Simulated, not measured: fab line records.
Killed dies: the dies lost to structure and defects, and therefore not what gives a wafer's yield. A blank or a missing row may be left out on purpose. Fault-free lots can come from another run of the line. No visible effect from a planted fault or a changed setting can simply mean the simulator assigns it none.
2 desks looking at one fault    flow sky130    every desk sees just its own numbers, and what lay behind them comes last

== METROLOGY DESK ==
What the gauges read, lot by lot, whatever tool the lot ran on: means of the sampled wafers that have a number. Marked OUT: a lot whose mean sits more than 4 standard deviations from the usual mean, which makes it out of limits; the brackets give that distance.
Columns: A = VIA4_BOW at SKY_VIA4_BOW_MEAS_03, usual 79 um
lot   first seen here  A
L559  day 41 18:52     64
L561  day 42 08:17     91
L562  day 42 10:08     67
L565  day 43 12:34     81
L566  day 43 14:21     73
L570  day 45 00:19     76
L571  day 45 03:56     73
L574  day 46 03:15     87
L575  day 46 04:08     81
L577  day 46 09:16     83
L579  day 46 21:59     85
L580  day 47 04:02     68
Finding of this desk: none of the 12 lots has anything out of limits.

== AT THE TOOL OWNER'S DESK: plasmaAsher-04 ==
The tool's own readings at SKY_SD_P_STRIP_10 (strips in O2/N2): means of the sampled wafers that have a number, for each lot that ran on this tool. Marked OUT: a lot whose mean sits more than 4 standard deviations from the usual mean, which makes it out of limits; the brackets give that distance.
Columns: A = chamberPressureMTorr at SKY_SD_P_STRIP_10, usual 1499.9 mTorr; B = drypumpMotorCurrentA at SKY_SD_P_STRIP_10, usual 5.7 A; C = o2FlowSccm at SKY_SD_P_STRIP_10, usual 2999 sccm; D = oesProductAu at SKY_SD_P_STRIP_10, usual 0.617 a.u.; E = stripTimeToEndpointS at SKY_SD_P_STRIP_10, usual 17.49 s
lot   first seen here  A       B    C     D      E
L562  day 26 08:05     1500.0  5.3  2999  0.615  17.47
L565  day 27 12:01     1500.7  5.3  3001  0.615  17.49
L566  day 27 14:49     1500.2  5.3  3010  0.615  17.52
L577  day 31 06:26     1499.3  5.9  2998  0.613  17.47
L580  day 32 05:17     1499.9  5.3  3005  0.616  17.49
Finding of this desk: none of the 5 lots has anything out of limits.

== PUT TOGETHER ==
Nothing out of limits was seen by the metrology desk.
The tool owner's desk saw nothing out of limits.

== WHAT THE SIMULATOR PUT IN ==
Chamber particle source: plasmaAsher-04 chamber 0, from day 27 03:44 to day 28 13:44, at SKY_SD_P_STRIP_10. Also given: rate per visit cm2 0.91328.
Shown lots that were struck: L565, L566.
